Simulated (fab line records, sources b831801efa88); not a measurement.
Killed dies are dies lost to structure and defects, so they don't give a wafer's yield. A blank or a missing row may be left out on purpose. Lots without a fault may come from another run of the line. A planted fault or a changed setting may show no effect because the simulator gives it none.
Which tool did it? | flow gf180mcu | 11 lots, 33 wafers sampled, at 6 steps of a route of 602

WHAT THE GAUGES READ, wafer by wafer
GF_HV_LDD_CD_MEAS_31: target cd 400 nm. Usual: cd_nm 398.9 nm, standard deviation 2.1.
lot  | measured     | on        | cd_nm (nm)        | flag
L379 | day 11 16:52 | cd_sem-01 | 399.9 398.5 401.0 |
L380 | day 12 03:25 | cd_sem-01 | 397.8 398.1 400.1 |
L382 | day 12 17:28 | cd_sem-01 | 394.5 394.3 393.9 |
L386 | day 14 07:25 | cd_sem-01 | 399.4 399.3 400.4 |
L387 | day 14 11:19 | cd_sem-02 | 402.1 404.2 401.6 |
L389 | day 15 02:08 | cd_sem-01 | 398.4 396.1 396.7 |
L390 | day 15 08:07 | cd_sem-02 | 400.2 400.5 398.7 |
L391 | day 15 18:37 | cd_sem-02 | 399.3 398.6 400.7 |
L394 | day 16 17:46 | cd_sem-02 | - - -             | OFF
L396 | day 17 19:42 | cd_sem-02 | 397.8 398.1 396.8 |
L397 | day 17 20:25 | cd_sem-01 | 403.3 400.7 401.4 |

GF_HV_LDD_TW_MEAS_38. Usual: HV_LDD_3_TW 1459, standard deviation 15.
lot  | measured     | on            | HV_LDD_3_TW       | flag
L379 | day 11 17:42 | film_metro-03 | 1460 1459 1459    |
L380 | day 12 04:16 | film_metro-01 | 1435 1441 1436    |
L382 | day 12 18:19 | film_metro-04 | 1463 1462 1462    |
L386 | day 14 08:16 | film_metro-01 | 1454 1448 1443    |
L387 | day 14 12:10 | film_metro-03 | 1451 1468 1456    |
L389 | day 15 02:59 | film_metro-01 | 1450 1450 1443    |
L390 | day 15 08:58 | film_metro-04 | 1481 1482 1482    |
L391 | day 15 19:28 | film_metro-01 | 1447 1444 1445    |
L394 | day 16 18:37 | film_metro-04 | 31 31 31 31 31 31 | OFF
L396 | day 17 20:32 | film_metro-03 | 1467 1471 1469    |
L397 | day 17 21:14 | film_metro-03 | 1465 1479 1474    |

GF_PSD_RS_MEAS_15: measures by four-point-probe. Usual: PSD_RS 108.1 ohm/sq, standard deviation 0.32.
lot  | measured     | on            | PSD_RS (ohm/sq)   | flag
L379 | day 14 10:08 | film_metro-03 | 107.1 107.2 107.4 |
L380 | day 14 20:33 | film_metro-03 | 108.5 108.5 108.2 |
L382 | day 15 09:41 | film_metro-01 | 108.0 107.9 107.9 |
L386 | day 17 04:29 | film_metro-02 | 108.0 107.6 108.0 |
L387 | day 17 08:30 | film_metro-01 | 107.9 107.8 107.7 |
L389 | day 18 04:01 | film_metro-03 | 108.6 108.3 108.3 |
L390 | day 18 10:20 | film_metro-02 | 107.8 108.3 108.0 |
L391 | day 18 21:29 | film_metro-03 | 108.1 107.8 108.2 |
L396 | day 21 04:04 | film_metro-02 | 108.6 108.2 108.6 |
L397 | day 21 01:47 | film_metro-01 | 108.1 108.1 107.6 |

WHICH TOOL RAN EACH LOT (tool, then ch and the chambers of the sampled wafers, then the start)
lot  | GF_VT_IMPLANT_STRIP_31               | GF_HV_LDD_STRIP_10                   | GF_HV_LDD_EXPOSE_28
L379 | plasma_asher-02 ch 0,1, day 7 01:29  | plasma_asher-01 ch 0,1, day 10 04:09 | iline_stepper-02 ch 0, day 11 07:38
L380 | plasma_asher-02 ch 0, day 7 10:16    | plasma_asher-03 ch 0,1, day 10 14:34 | iline_stepper-01 ch 0, day 11 18:32
L382 | plasma_asher-04 ch 0,1, day 7 21:09  | plasma_asher-03 ch 0,1, day 11 03:01 | iline_stepper-01 ch 0, day 12 07:52
L386 | plasma_asher-04 ch 0,1, day 9 06:18  | plasma_asher-03 ch 0,1, day 12 15:19 | iline_stepper-02 ch 0, day 13 21:20
L387 | plasma_asher-01 ch 0,1, day 9 07:48  | plasma_asher-01 ch 0,1, day 12 19:01 | iline_stepper-02 ch 0, day 14 01:37
L389 | plasma_asher-01 ch 0,1, day 9 22:00  | plasma_asher-03 ch 0,1, day 13 09:25 | iline_stepper-02 ch 0, day 14 16:08
L390 | plasma_asher-02 ch 0,1, day 10 04:43 | plasma_asher-02 ch 0,1, day 13 15:22 | iline_stepper-01 ch 0, day 14 22:47
L391 | plasma_asher-04 ch 1, day 10 10:18   | plasma_asher-01 ch 0,1, day 14 00:58 | iline_stepper-02 ch 0, day 15 07:56
L394 | plasma_asher-02 ch 0,1, day 11 06:21 | plasma_asher-03 ch 0,1, day 14 23:28 | iline_stepper-01 ch 0, day 16 07:14
L396 | plasma_asher-04 ch 0,1, day 11 22:08 | plasma_asher-01 ch 0,1, day 15 22:45 | iline_stepper-01 ch 0, day 17 08:03
L397 | plasma_asher-02 ch 0,1, day 12 01:02 | plasma_asher-03 ch 0,1, day 15 23:15 | iline_stepper-01 ch 0, day 17 08:40
- GF_VT_IMPLANT_STRIP_31: strips in O2/N2.
- GF_HV_LDD_STRIP_10: strips in O2/N2.
- GF_HV_LDD_EXPOSE_28: exposes mask Nplus HV AREA, target cd 400 nm.

WHAT THE TOOLS THEMSELVES READ (means of the sampled wafers that have a number; where no wafer has one, the mark that the record gives instead)
GF_VT_IMPLANT_STRIP_31. Usual: drypump_motor_current_A 6.05 A, standard deviation 0.29; heater_power_w 345 W, standard deviation 26; oes_product_au 0.716 a.u., standard deviation 0.0047; strip_time_to_endpoint_s 12.46 s, standard deviation 0.031.
lot  | tool            | drypump_motor_current_A (A) | heater_power_w (W) | oes_product_au (a.u.) | strip_time_to_endpoint_s (s) | flag
L379 | plasma_asher-02 | 6.17                        | 372                | 0.715                 | 12.46                        |
L380 | plasma_asher-02 | 6.52                        | 378                | 0.717                 | 12.48                        |
L382 | plasma_asher-04 | 6.09                        | 321                | 0.718                 | 12.45                        |
L386 | plasma_asher-04 | 6.10                        | 318                | 0.717                 | 12.48                        |
L387 | plasma_asher-01 | 5.71                        | 347                | 0.717                 | 12.48                        |
L389 | plasma_asher-01 | 5.91                        | 355                | 0.717                 | 12.47                        |
L390 | plasma_asher-02 | 6.17                        | 370                | 0.714                 | 12.45                        |
L391 | plasma_asher-04 | 6.07                        | 322                | 0.720                 | 12.45                        |
L394 | plasma_asher-02 | 6.17                        | 374                | 0.720                 | 12.46                        |
L396 | plasma_asher-04 | 6.10                        | 327                | 0.718                 | 12.45                        |
L397 | plasma_asher-02 | 6.17                        | 378                | 0.715                 | 12.49                        |

GF_HV_LDD_STRIP_10. Usual: drypump_motor_current_A 5.7 A, standard deviation 0.54; heater_power_w 346 W, standard deviation 25; oes_product_au 0.716 a.u., standard deviation 0.0046; strip_time_to_endpoint_s 12.643 s, standard deviation 0.029.
lot  | tool            | drypump_motor_current_A (A) | heater_power_w (W) | oes_product_au (a.u.) | strip_time_to_endpoint_s (s) | flag
L379 | plasma_asher-01 | 5.7                         | 350                | 0.714                 | 12.660                       |
L380 | plasma_asher-03 | 5.3                         | 320                | 0.718                 | 12.653                       |
L382 | plasma_asher-03 | 5.1                         | 320                | 0.719                 | 12.611                       |
L386 | plasma_asher-03 | 5.1                         | 323                | 0.717                 | 12.653                       |
L387 | plasma_asher-01 | 5.7                         | 349                | 0.715                 | 12.637                       |
L389 | plasma_asher-03 | 5.1                         | 322                | 0.719                 | 12.649                       |
L390 | plasma_asher-02 | 6.2                         | 377                | 0.718                 | 12.674                       |
L391 | plasma_asher-01 | 5.9                         | 358                | 0.719                 | 12.658                       |
L394 | plasma_asher-03 | 5.3                         | 321                | 0.720                 | 12.645                       |
L396 | plasma_asher-01 | 5.7                         | 350                | 0.712                 | 12.663                       |
L397 | plasma_asher-03 | 5.1                         | 325                | 0.718                 | 12.648                       |

THE ANSWER, worked out from the rows above alone
Rule: a lot is off if the mean of its wafers that have a number lies more than 3 standard deviations from the usual mean. A lot without any number at a reading at which 4 lots or more have one is off too. The other lots that the step has rows for count as sound. The gauges are gone through in route order, then the tools' own readings, and for those a lot's mean is taken as printed above. The first step at which some lot is off is used, and at that step the reading that is off furthest; a lot without a number counts as furthest.
Off: L394, at GF_HV_LDD_CD_MEAS_31 (cd_nm). Without a number there: L394.
A tool fits if, at a process step before that reading, it ran every lot that is off, and no sound lot after the first of them. The gauges at GF_HV_LDD_CD_MEAS_31 aren't tried: what is off there is off at GF_HV_LDD_TW_MEAS_38 too, on other tools, and a gauge's error can't cause that. None of those tried fits.

WHAT THE SIMULATOR HAD PUT IN
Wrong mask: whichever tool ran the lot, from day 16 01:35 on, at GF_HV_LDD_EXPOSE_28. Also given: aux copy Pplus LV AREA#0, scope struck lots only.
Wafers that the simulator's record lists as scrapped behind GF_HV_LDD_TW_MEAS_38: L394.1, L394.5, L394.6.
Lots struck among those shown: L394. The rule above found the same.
